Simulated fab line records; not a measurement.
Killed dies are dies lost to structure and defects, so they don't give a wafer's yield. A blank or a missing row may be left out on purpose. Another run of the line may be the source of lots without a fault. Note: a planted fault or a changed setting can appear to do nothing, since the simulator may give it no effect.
The tool behind it: which one?    flow sky130    12 lots, 36 wafers sampled, at 2 steps of a route of 708

## WHAT EACH GAUGE READ, for each wafer
SKY_SONOS_TUNNEL_TW_MEAS_12. Usual: for SONOS_TUNNEL_TW the level is 198.3 and the standard deviation is 1.1.
lot   measured      on             SONOS_TUNNEL_TW    flag
L523  day 13 05:31  film metro-03  196.4 196.1 196.8  
L524  day 13 07:02  film metro-02  199.4 198.8 198.7  
L527  day 13 20:01  film metro-02  198.5 198.9 197.7  
L528  day 14 00:08  film metro-03  199.0 197.7 197.8  
L530  day 14 21:47  film metro-02  199.4 199.9 199.6  
L532  day 15 13:31  film metro-03  199.3 197.9 197.8  
L534  day 16 04:11  film metro-03  197.8 196.4 197.0  
L535  day 16 06:52  film metro-02  200.5 200.6 199.7  
L536  day 16 16:46  film metro-03  197.4 196.2 196.4  
L537  day 16 20:32  film metro-02  200.1 199.8 200.2  
L538  day 17 06:20  film metro-02  198.7 198.6 199.2  
L541  day 18 04:28  film metro-02  197.8 199.5 199.0  

SKY_GATE_OXIDE_OVL_MEAS_10. Usual: for GATE_OXIDE_OVL the level is -0.7 nm and the standard deviation is 1.5.
lot   measured      on          GATE_OXIDE_OVL (nm)  flag
L523  day 15 17:06  overlay-01  -0.3 -1.9 -0.9       
L524  day 15 20:43  overlay-02  -1.8 -3.0 -1.2       
L527  day 16 11:37  overlay-01  0.6 0.8 1.3          
L528  day 16 17:24  overlay-01  0.5 0.9 -0.4         
L530  day 17 20:45  overlay-01  0.6 -0.5 0.8         
L532  day 18 06:35  overlay-02  -2.1 -2.7 -2.7       
L534  day 18 20:40  overlay-01  -0.5 0.0 -0.1        
L535  day 18 23:07  overlay-01  -0.4 -0.3 0.7        
L536  day 19 13:11  overlay-02  0.2 0.5 1.0          
L537  day 19 18:59  overlay-02  0.6 -1.3 1.2         
L538  day 20 03:56  overlay-02  -0.5 -1.0 -0.2       
L541  day 21 01:32  overlay-02  0.0 -1.5 -1.2        

## WHAT TOOL EACH LOT RAN ON (gives the tool, then ch and the chambers of the sampled wafers, and finally the start)
Record: no process step prior to these readings.

## AS READ BY THE TOOLS THEMSELVES (means over the sampled wafers that have a number; for cases with no such wafer, the mark the record gives instead)
The record holds no such reading with a usual standard deviation.

## THE ANSWER, worked out from the rows above alone
Rule: a lot is off if the mean of its wafers that have a number lies more than 3 standard deviations from the usual mean. A lot without any number at a reading at which 4 lots or more have one is off too. Any other lot the step has rows for is counted as sound. First the gauges in route order, then the tools' own readings, where a lot's mean is used as printed above. At the first step where some lot is off, the reading lying furthest off is the one used; lots without a number count as furthest.
No lot is off on any of the readings shown, so nothing can be concluded from this.

## WHAT WAS PUT IN BY THE SIMULATOR
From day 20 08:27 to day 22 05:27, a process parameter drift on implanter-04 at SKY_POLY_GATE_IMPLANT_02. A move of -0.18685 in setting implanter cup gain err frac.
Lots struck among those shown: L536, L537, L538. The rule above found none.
